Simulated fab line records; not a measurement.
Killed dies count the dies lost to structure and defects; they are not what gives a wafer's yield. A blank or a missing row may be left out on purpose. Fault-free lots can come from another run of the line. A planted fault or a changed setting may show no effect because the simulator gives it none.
Which tool is to blame?    flow gf180mcu    39 wafers from 13 lots sampled at 4 of the route's 602 steps

== WHAT THE GAUGES READ, wafer by wafer ==
GF_STI_THK_MEAS_02.
lot   measured     on             STI_OXIDATION_THK (nm)
L871  day 1 21:31  film-metro-03  9.99 9.86 9.84
L873  day 2 07:31  film-metro-03  9.85 9.86 9.88
L874  day 2 12:31  film-metro-03  10.04 9.97 10.04
L876  day 2 22:59  film-metro-02  9.94 9.96 10.11
L877  day 3 03:31  film-metro-01  13.37 13.64 13.40
L878  day 3 09:27  film-metro-02  13.45 13.37 13.39
L879  day 3 14:11  film-metro-02  13.75 13.61 13.71
L880  day 3 18:32  film-metro-02  10.21 10.05 9.90
L884  day 4 15:01  film-metro-03  9.84 9.93 9.86
L885  day 4 19:31  film-metro-01  10.32 10.21 10.07
L888  day 5 10:34  film-metro-02  9.64 9.72 9.70
L891  day 6 04:34  film-metro-01  10.07 10.01 10.04
L892  day 6 08:30  film-metro-01  10.01 10.15 9.82

GF_STI_THK_MEAS_24.
lot   measured     on             STI_CVD_23_THK (nm)
L871  day 2 13:34  film-metro-02  631 636 646
L873  day 3 02:10  film-metro-01  646 645 641
L874  day 3 05:41  film-metro-03  648 643 654
L876  day 3 15:29  film-metro-03  656 644 653
L877  day 3 21:02  film-metro-02  648 642 649
L878  day 4 03:25  film-metro-03  645 649 646
L879  day 4 07:25  film-metro-03  653 653 650
L880  day 4 12:16  film-metro-03  648 647 652
L884  day 5 10:07  film-metro-02  641 652 639
L885  day 5 13:23  film-metro-02  653 654 655
L888  day 6 07:14  film-metro-01  639 640 644
L891  day 6 23:49  film-metro-03  648 653 654
L892  day 7 05:18  film-metro-01  646 650 643

GF_MVPSD_OVL_MEAS_07.
lot   measured      on          MVPSD_OVL (nm)
L871  day 5 12:50   overlay-02  -1.4 -2.5 -6.4
L873  day 6 03:21   overlay-02  -0.4 -0.6 -0.1
L874  day 6 05:22   overlay-01  1.0 1.7 -0.2
L876  day 6 18:29   overlay-02  -0.3 1.9 1.7
L877  day 6 23:22   overlay-02  -1.2 -0.2 -2.2
L878  day 7 06:38   overlay-02  0.5 -0.7 -0.5
L879  day 7 13:10   overlay-01  -1.1 1.5 -0.4
L880  day 7 19:57   overlay-02  1.0 1.0 0.1
L884  day 8 18:50   overlay-02  1.8 -1.2 -0.9
L885  day 8 22:47   overlay-02  2.1 0.8 0.2
L888  day 9 18:08   overlay-01  1.0 0.7 1.0
L891  day 10 16:20  overlay-01  -2.3 -0.3 0.9
L892  day 10 23:20  overlay-02  1.0 0.6 0.5

== EACH LOT AND THE TOOL THAT RAN IT (in order: tool; ch and the chambers of the sampled wafers; start) ==
lot   GF_STI_OXIDATION_01
L871  furnace-01 ch 0, day 1 20:07
L873  furnace-02 ch 0, day 2 06:07
L874  furnace-01 ch 0, day 2 11:07
L876  furnace-02 ch 0, day 2 21:35
L877  furnace-02 ch 0, day 3 02:07
L878  furnace-02 ch 0, day 3 08:03
L879  furnace-02 ch 0, day 3 12:46
L880  furnace-01 ch 0, day 3 17:07
L884  furnace-01 ch 0, day 4 13:37
L885  furnace-01 ch 0, day 4 18:07
L888  furnace-01 ch 0, day 5 09:09
L891  furnace-02 ch 0, day 6 03:11
L892  furnace-02 ch 0, day 6 07:05
- GF_STI_OXIDATION_01: stabilise 600 s, purge 300 s, target thk 10 nm.

== WHAT THE TOOLS THEMSELVES READ (means of the sampled wafers that have a number; where no wafer has one, the mark that the record gives instead) ==
GF_STI_OXIDATION_01.
lot   tool        spike-tc-top-C (C)  zone-power-bottom-pct (%)
L871  furnace-01  911.9               29.7
L873  furnace-02  909.6               27.9
L874  furnace-01  912.1               30.3
L876  furnace-02  909.1               28.2
L877  furnace-02  909.0               27.8
L878  furnace-02  909.5               27.9
L879  furnace-02  909.8               28.3
L880  furnace-01  913.1               30.2
L884  furnace-01  912.8               30.0
L885  furnace-01  913.3               29.9
L888  furnace-01  912.1               30.2
L891  furnace-02  908.8               27.9
L892  furnace-02  910.2               28.1

== THE ANSWER, worked out from the rows above alone ==
Rule: the usual values come from the lots themselves. The widest of any qualifying gaps counts: lots, ordered by their means at a reading, are off when they make up no more than a third of the lots, leave a main group of 4 or more, and stand apart from it by 3 or more times the standard deviation of that group's means. A main group whose means are all the same, to the digits that the tables above print for the reading, isn't used. A lot without any number at a reading at which 4 lots or more have one is off too. Any other lot the step has rows for is counted as sound. After the gauges, taken in route order, come the tools' own readings; for these a lot's mean is taken, as printed above. The first step at which some lot is off is used, and at that step the reading that is off furthest; a lot without a number counts as furthest.
Off: at GF_STI_THK_MEAS_02 (STI_OXIDATION_THK), L877, L878, L879. Main group: mean 9.96 nm, sd 0.13.
A tool fits if, at a process step before that reading, it ran every lot that is off, and no sound lot after the first of them. The gauges at GF_STI_THK_MEAS_02 are tried like those tools. No candidate that was tried fits.

== WHAT THE SIMULATOR HAD INSERTED ==
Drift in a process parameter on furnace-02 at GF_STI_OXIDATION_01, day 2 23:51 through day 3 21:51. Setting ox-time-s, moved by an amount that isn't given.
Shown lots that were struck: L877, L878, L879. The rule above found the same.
